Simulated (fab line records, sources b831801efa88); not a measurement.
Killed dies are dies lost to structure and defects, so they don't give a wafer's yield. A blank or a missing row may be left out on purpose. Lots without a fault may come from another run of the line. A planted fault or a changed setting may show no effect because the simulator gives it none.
Problem report in the 8D (eight disciplines) form, filled by code | flow sky130 | the parts of the form that need people (team, actions taken, sign-off) are left out

1. THE PROBLEM
cd_nm at SKY_METAL4_CD_MEAS_13 reads a mean of 243.4 nm on 4 wafers of 3 lots; wafers without a fault read 300.0 nm with a standard deviation of 1.4. That is -40 standard deviations from the usual mean.
The step: target cd 300 nm.
First seen on wafer L922.3, day 43 02:46, on cd_sem-02. The record holds 43 wafers of 15 lots with a number at this step. Rule for "out", or "out of limits": more than 4 standard deviations from the usual mean. The other wafers with a number count as sound.

2. WHAT IT IS AND WHAT IT IS NOT
question                    | is                             | is not
which readings at this step | cd_nm                          | -
which lots                  | L922, L923, L924               | L916, L918, L921, L930, L931, L932, L934, L935, L936, L937, L938, L939
which wafers of those lots  | L922.3, L923.3, L923.4, L924.4 | L922.1, L924.1, L924.6
read on which gauges        | cd_sem-01, cd_sem-02           | -
when                        | from day 43 02:46              | up to then (10 sound wafers); but 29 sound wafers of L924, L930, L931, L932, L934, L935, L936, L937, L938, L939 came after

3. SUSPECTS, AND WHAT RULES EACH OUT
Counting: a tool at a process step up to the reading stays a suspect if it ran every lot that is out. Sound lots after the first of them don't rule it out here, since some wafers of a struck lot are sound.
- the gauge at SKY_METAL4_CD_MEAS_13: ruled out. The wafers that are out were read on 2 gauges (cd_sem-01, cd_sem-02).
- krf_scanner-02 at SKY_METAL4_EXPOSE_10 (exposes mask MM4, target cd 300 nm): kept. It ran every lot that is out, first L922 (day 42 16:26); its last sound lot up to then is L921 (day 42 08:08).
Left after counting: krf_scanner-02 at SKY_METAL4_EXPOSE_10.

4. THE CAUSE (what the simulator had put in)
Process parameter drift: krf_scanner-02, from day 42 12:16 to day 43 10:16, at SKY_METAL4_EXPOSE_10. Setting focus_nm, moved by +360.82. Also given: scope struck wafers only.
Counting left only this tool.

5. THE CHAIN OF EFFECTS, in route order
Each row: a reading whose mean over the struck wafers that have a number lies more than 3 standard deviations from the usual. Only readings for which the record gives a usual standard deviation are gone through. hours: the time from each lot's start at the first step in this table that gives one to its start at this step, as a median over the lots. sigmas: the change in usual standard deviations.
hours | step                  | reading | usual    | on struck wafers | change | sigmas
0     | SKY_METAL4_CD_MEAS_13 | cd_nm   | 300.0 nm | 243.4            | -56.6  | -40

6. WHAT WOULD HAVE CAUGHT IT SOONER
In this record the first reading out of limits at a measuring or inspecting step was taken at day 43 02:46, 14 hours after the fault began at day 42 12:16.
Of the lots that are out (3), L924 began SKY_METAL4_EXPOSE_10 on krf_scanner-02 after day 43 02:46. A hold on the tool at that time would have spared it.
